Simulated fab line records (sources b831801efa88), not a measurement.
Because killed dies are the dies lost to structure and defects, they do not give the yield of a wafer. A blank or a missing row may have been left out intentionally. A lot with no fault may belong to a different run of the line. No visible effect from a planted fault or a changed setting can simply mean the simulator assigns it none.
A struck lot beside a sound one ; flow sky130 ; 27 steps out of a route of 708
Sound: these wafers, L269.3, L269.5, L269.6. Wafers L284.2, L284.4, L284.5 were the ones struck. At the end, the cause is stated.
Order at every step that has rows: each side's tool, ch and its chambers, its first start. Under that, the readings that differ: sound wafers ; struck wafers ; difference of the means ; sigmas: that difference in standard deviations of wafers without a fault.
alike: words and numbers the same on both sides, and readings whose means are apart by under 2 such deviations; not compared: readings that were withheld, readings missing a value for some wafer, numbers with overlapping values and no deviation given by the record, and bounds like >300 which may hide the same value.
The two part at a step that has a row with sigmas, a row that says differs or no value, or rows on one side only. Non-overlapping numbers with no deviation appear without sigmas and do not part them. Lack of a reading on every wafer of one side parts them only where that side has two or more wafers.

first, 3 steps without rows for these wafers: SKY_LDD_N_EXPOSE_04 (exposes mask NTM, target cd 840 nm); SKY_LDD_N_PEB_05; SKY_LDD_N_DEVELOP_06 (develop time 60 s).
SKY_LDD_N_OVL_MEAS_07:
  sound on overlay-01 at day 19 09:44; struck on overlay-02 at day 24 09:37
  alike: LDD_N_OVL
then, 8 steps without rows for these wafers: SKY_LDD_N_IMPLANT_08; SKY_LDD_N_IMPLANT_09; SKY_LDD_N_IMPLANT_10; SKY_LDD_N_IMPLANT_11; SKY_LDD_N_IMPLANT_12; SKY_LDD_N_IMPLANT_13; SKY_LDD_N_IMPLANT_14; SKY_LDD_N_IMPLANT_15.
SKY_LDD_N_STRIP_16: strips in O2/N2.
  sound on plasmaAsher-02 ch 0,1, day 19 11:01; struck on plasmaAsher-03 ch 0,1, day 24 10:50
  no value came back on the struck wafers for any of 5 readings (chamberPressureMTorr (mTorr), drypumpMotorCurrentA (A) and others); on the sound wafers chamberPressureMTorr (mTorr) reads 1499 1499 1498
reading;sound;struck;difference;sigmas
model.NOVOLAK_of_LDD_N_COAT_02.thkNm (nm);0 0 0;300.2 299.8 300.3;+300.1;
  not compared: rfHoursCounterH
SKY_LDD_N_TW_MEAS_17:
  sound on filmMetro-01 at day 19 11:06; struck on filmMetro-03 at day 24 10:57
reading;sound;struck;difference;sigmas
LDD_N_TW;2500 2502 2514;2593 2583 2594;+85;+3
then, 7 steps without rows for these wafers: SKY_LDD_P_DEHYDRATE_00 (time 60 s); SKY_LDD_P_HMDS_01 (prime time 60 s); SKY_LDD_P_COAT_02 (resist thk 1140 nm); SKY_LDD_P_SOFTBAKE_03 (time 60 s); SKY_LDD_P_EXPOSE_04 (exposes mask PSDM, target cd 380 nm); SKY_LDD_P_PEB_05; SKY_LDD_P_DEVELOP_06 (develop time 60 s).
SKY_LDD_P_CD_MEAS_07: the cd target is 380 nm.
  sound on cdSem-02 at day 20 18:13; struck on cdSem-02 at day 25 16:32
  alike: cdNm
SKY_LDD_P_OVL_MEAS_08:
  sound on overlay-02 at day 20 18:19; struck on overlay-02 at day 25 16:39
  alike: LDD_P_OVL
next, for these wafers, 1 step has no rows: SKY_LDD_P_IMPLANT_09.
SKY_LDD_P_STRIP_10: strips in O2/N2.
  sound on plasmaAsher-03 ch 0,1, day 20 18:31; struck on plasmaAsher-03 ch 0,1, day 25 16:50
reading;sound;struck;difference;sigmas
stripTimeToEndpointS (s);14.20 14.22 14.21;18.71 18.70 18.69;+4.49;+99 or more
  alike: chamberPressureMTorr, drypumpMotorCurrentA, oesProductAu
  not compared: rfHoursCounterH
SKY_LDD_P_TW_MEAS_11:
  sound on filmMetro-01 at day 20 18:37; struck on filmMetro-02 at day 25 16:56
reading;sound;struck;difference;sigmas
LDD_P_TW;621 620 620;30 30 30;-590;-91
then, 1 step without rows for these wafers: SKY_LDD_HVN_DEHYDRATE_00 (time 60 s).

## WHERE THEY PART
At SKY_LDD_N_STRIP_16 first; at SKY_LDD_P_TW_MEAS_11 last (within this record only).

WHY: what the simulator had put in
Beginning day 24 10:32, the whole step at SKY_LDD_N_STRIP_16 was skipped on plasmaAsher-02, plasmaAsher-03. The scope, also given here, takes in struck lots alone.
